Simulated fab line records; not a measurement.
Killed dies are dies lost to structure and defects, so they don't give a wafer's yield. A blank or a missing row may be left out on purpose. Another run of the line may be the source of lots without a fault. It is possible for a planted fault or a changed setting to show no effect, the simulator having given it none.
What tool caused it? + flow sky130 + 15 lots, 45 wafers sampled, at 5 steps of a route of 708

WHAT THE GAUGES READ, wafer by wafer
SKY_VIA4_RS_MEAS_19: measures by four-point-probe.
| lot  | measured     | on            | VIA4_W_RS (ohm/sq)   |
|------|--------------|---------------|----------------------|
| L768 | day 42 17:43 | film_metro-03 | 0.2239 0.2272 0.2254 |
| L769 | day 42 21:16 | film_metro-03 | 0.2310 0.2310 0.2295 |
| L774 | day 44 09:14 | film_metro-04 | 0.2316 0.2271 0.2255 |
| L775 | day 44 20:04 | film_metro-01 | 0.2266 0.2259 0.2281 |
| L776 | day 45 06:35 | film_metro-03 | 0.2271 0.2267 0.2253 |
| L778 | day 45 15:29 | film_metro-03 | 0.2284 0.2280 0.2276 |
| L779 | day 45 17:10 | film_metro-04 | 0.2304 0.2271 0.2274 |
| L780 | day 46 04:55 | film_metro-01 | 0.2281 0.2306 0.2261 |
| L781 | day 46 10:31 | film_metro-04 | 0.2296 0.2300 0.2286 |
| L783 | day 46 21:15 | film_metro-01 | 57.686 59.197 58.004 |
| L784 | day 47 03:01 | film_metro-03 | 57.969 58.988 58.415 |
| L785 | day 47 08:29 | film_metro-03 | 57.073 56.448 55.982 |
| L786 | day 47 11:01 | film_metro-04 | 0.2313 0.2309 0.2269 |
| L788 | day 48 03:16 | film_metro-03 | 0.2270 0.2273 0.2295 |
| L789 | day 48 04:26 | film_metro-04 | 0.2291 0.2285 0.2304 |

SKY_VIA4_THK_MEAS_20: measures by xrf.
| lot  | measured     | on            | VIA4_W_THK (nm) |
|------|--------------|---------------|-----------------|
| L768 | day 42 17:50 | film_metro-03 | 531 526 528     |
| L769 | day 42 21:22 | film_metro-03 | 513 511 516     |
| L774 | day 44 09:20 | film_metro-04 | 504 513 519     |
| L775 | day 44 20:11 | film_metro-01 | 522 527 522     |
| L776 | day 45 06:41 | film_metro-03 | 519 517 523     |
| L778 | day 45 15:36 | film_metro-03 | 516 520 519     |
| L779 | day 45 17:17 | film_metro-04 | 508 515 515     |
| L780 | day 46 05:02 | film_metro-01 | 523 514 527     |
| L781 | day 46 10:37 | film_metro-04 | 507 508 510     |
| L783 | day 46 21:22 | film_metro-01 | - <0 -          |
| L784 | day 47 03:07 | film_metro-03 | <0 <0 <0        |
| L785 | day 47 08:35 | film_metro-03 | <0 - <0         |
| L786 | day 47 11:08 | film_metro-04 | 506 506 516     |
| L788 | day 48 03:23 | film_metro-03 | 515 516 510     |
| L789 | day 48 04:32 | film_metro-04 | 511 512 509     |

EACH LOT AND THE TOOL THAT RAN IT (in order: tool; ch and the chambers of the sampled wafers; start)
| lot  | SKY_VIA4_ETCH_12                   | SKY_VIA4_SPUTTER_17          | SKY_VIA4_CVD_18               |
|------|------------------------------------|------------------------------|-------------------------------|
| L768 | rie_diel-01 ch 1,2,3, day 42 16:48 | pvd_sputter-03, day 42 17:29 | cvd_w-02 ch 0,1, day 42 17:34 |
| L769 | rie_diel-02 ch 1,3, day 42 20:17   | pvd_sputter-01, day 42 21:01 | cvd_w-01 ch 0,1, day 42 21:05 |
| L774 | rie_diel-01 ch 0,1,3, day 44 08:18 | pvd_sputter-02, day 44 08:59 | cvd_w-01 ch 0,1, day 44 09:04 |
| L775 | rie_diel-03 ch 0,1,3, day 44 19:11 | pvd_sputter-01, day 44 19:51 | cvd_w-02 ch 0,1, day 44 19:55 |
| L776 | rie_diel-01 ch 0,2, day 45 05:30   | pvd_sputter-03, day 45 06:21 | cvd_w-02 ch 0,1, day 45 06:25 |
| L778 | rie_diel-01 ch 1,2,3, day 45 14:35 | pvd_sputter-01, day 45 15:15 | cvd_w-01 ch 0,1, day 45 15:19 |
| L779 | rie_diel-02 ch 1,2,3, day 45 16:15 | pvd_sputter-01, day 45 16:57 | cvd_w-01 ch 0,1, day 45 17:01 |
| L780 | rie_diel-03 ch 0,1,3, day 46 04:02 | pvd_sputter-01, day 46 04:41 | cvd_w-01 ch 0,1, day 46 04:45 |
| L781 | rie_diel-03 ch 0,2, day 46 09:36   | pvd_sputter-02, day 46 10:16 | cvd_w-01 ch 0,1, day 46 10:23 |
| L783 | rie_diel-03 ch 1,2,3, day 46 20:20 | pvd_sputter-01, day 46 21:02 | cvd_w-01 ch 0,1, day 46 21:06 |
| L784 | rie_diel-03 ch 0,1, day 47 02:05   | pvd_sputter-01, day 47 02:47 | cvd_w-01 ch 0,1, day 47 02:50 |
| L785 | rie_diel-02 ch 0,2,3, day 47 07:35 | pvd_sputter-01, day 47 08:15 | cvd_w-01 ch 0,1, day 47 08:19 |
| L786 | rie_diel-03 ch 0,2,3, day 47 10:06 | pvd_sputter-03, day 47 10:48 | cvd_w-01 ch 0,1, day 47 10:52 |
| L788 | rie_diel-01 ch 2, day 48 02:20     | pvd_sputter-01, day 48 03:02 | cvd_w-01 ch 0,1, day 48 03:06 |
| L789 | rie_diel-03 ch 0,1,3, day 48 03:29 | pvd_sputter-02, day 48 04:11 | cvd_w-02 ch 0,1, day 48 04:17 |
- SKY_VIA4_ETCH_12: etches SiO2 in C4F8/O2/Ar, stops on TiN, target depth 580 nm.
- SKY_VIA4_SPUTTER_17: material TiN, target thk 20 nm, time 80 s.
- SKY_VIA4_CVD_18: deposits W, target thk 505 nm, time 152.14 s.

WHAT THE TOOLS THEMSELVES READ (means of the sampled wafers that have a number; where no wafer has one, the mark that the record gives instead)
SKY_VIA4_ETCH_12.
| lot  | tool        | oes_product_au (a.u.) |
|------|-------------|-----------------------|
| L768 | rie_diel-01 | 0.928                 |
| L769 | rie_diel-02 | 0.924                 |
| L774 | rie_diel-01 | 0.923                 |
| L775 | rie_diel-03 | 0.924                 |
| L776 | rie_diel-01 | 0.923                 |
| L778 | rie_diel-01 | 0.925                 |
| L779 | rie_diel-02 | 0.926                 |
| L780 | rie_diel-03 | 0.930                 |
| L781 | rie_diel-03 | 0.926                 |
| L783 | rie_diel-03 | 0.925                 |
| L784 | rie_diel-03 | 0.926                 |
| L785 | rie_diel-02 | 0.928                 |
| L786 | rie_diel-03 | 0.925                 |
| L788 | rie_diel-01 | 0.920                 |
| L789 | rie_diel-03 | 0.922                 |

SKY_VIA4_SPUTTER_17.
| lot  | tool           | throttle_valve_pct (%) |
|------|----------------|------------------------|
| L768 | pvd_sputter-03 | 30.4                   |
| L769 | pvd_sputter-01 | 30.4                   |
| L774 | pvd_sputter-02 | 31.3                   |
| L775 | pvd_sputter-01 | 30.3                   |
| L776 | pvd_sputter-03 | 30.4                   |
| L778 | pvd_sputter-01 | 30.1                   |
| L779 | pvd_sputter-01 | 30.1                   |
| L780 | pvd_sputter-01 | 30.0                   |
| L781 | pvd_sputter-02 | 31.2                   |
| L783 | pvd_sputter-01 | 30.4                   |
| L784 | pvd_sputter-01 | 30.3                   |
| L785 | pvd_sputter-01 | 30.1                   |
| L786 | pvd_sputter-03 | 30.3                   |
| L788 | pvd_sputter-01 | 30.0                   |
| L789 | pvd_sputter-02 | 32.3                   |

SKY_VIA4_CVD_18.
| lot  | tool     | chamber_pressure_Torr (Torr) | heater_power_outer_w (W) | heater_power_w (W) |
|------|----------|------------------------------|--------------------------|--------------------|
| L768 | cvd_w-02 | 40.03                        | 503                      | 818                |
| L769 | cvd_w-01 | 40.00                        | 510                      | 870                |
| L774 | cvd_w-01 | 39.89                        | 507                      | 869                |
| L775 | cvd_w-02 | 39.92                        | 522                      | 840                |
| L776 | cvd_w-02 | 40.02                        | 503                      | 813                |
| L778 | cvd_w-01 | 39.98                        | 508                      | 878                |
| L779 | cvd_w-01 | 39.98                        | 518                      | 874                |
| L780 | cvd_w-01 | 40.02                        | 523                      | 861                |
| L781 | cvd_w-01 | 39.94                        | 508                      | 865                |
| L783 | cvd_w-01 | -                            | -                        | -                  |
| L784 | cvd_w-01 | -                            | -                        | -                  |
| L785 | cvd_w-01 | -                            | -                        | -                  |
| L786 | cvd_w-01 | 40.09                        | 511                      | 884                |
| L788 | cvd_w-01 | 39.98                        | 510                      | 876                |
| L789 | cvd_w-02 | 40.05                        | 507                      | 841                |

THE ANSWER, worked out from the rows above alone
Rule: the usual values come from the lots themselves. Put in order of their means at a reading, lots are off if they are a third of the lots or fewer, leave a main group of 4 or more, and stand apart from it by a gap of 3 or more times the standard deviation of the main group's means; of several such gaps the widest counts. A main group is skipped when, at the precision printed for the reading in the tables above, its means are all equal. A lot without any number at a reading at which 4 lots or more have one is off too. Where the step has rows for the other lots, those lots are counted as sound. Order of review: gauges by route order, followed by the tools' own readings, for which a lot's mean as printed above is used. The first step at which some lot is off is used, and at that step the reading that is off furthest; a lot without a number counts as furthest.
Off: L783, L784, L785, at SKY_VIA4_RS_MEAS_19 (VIA4_W_RS). Main group: mean 0.2282 ohm/sq, sd 0.0014.
If a tool, at a process step before that reading, ran all the lots that are off and no sound lot after the first of them, it fits. The gauges at SKY_VIA4_RS_MEAS_19 aren't tried: what is off there is off at SKY_VIA4_CVD_18 too, on other tools, and a gauge's error can't cause that. None of those tried fits.

WHAT THE SIMULATOR PUT IN
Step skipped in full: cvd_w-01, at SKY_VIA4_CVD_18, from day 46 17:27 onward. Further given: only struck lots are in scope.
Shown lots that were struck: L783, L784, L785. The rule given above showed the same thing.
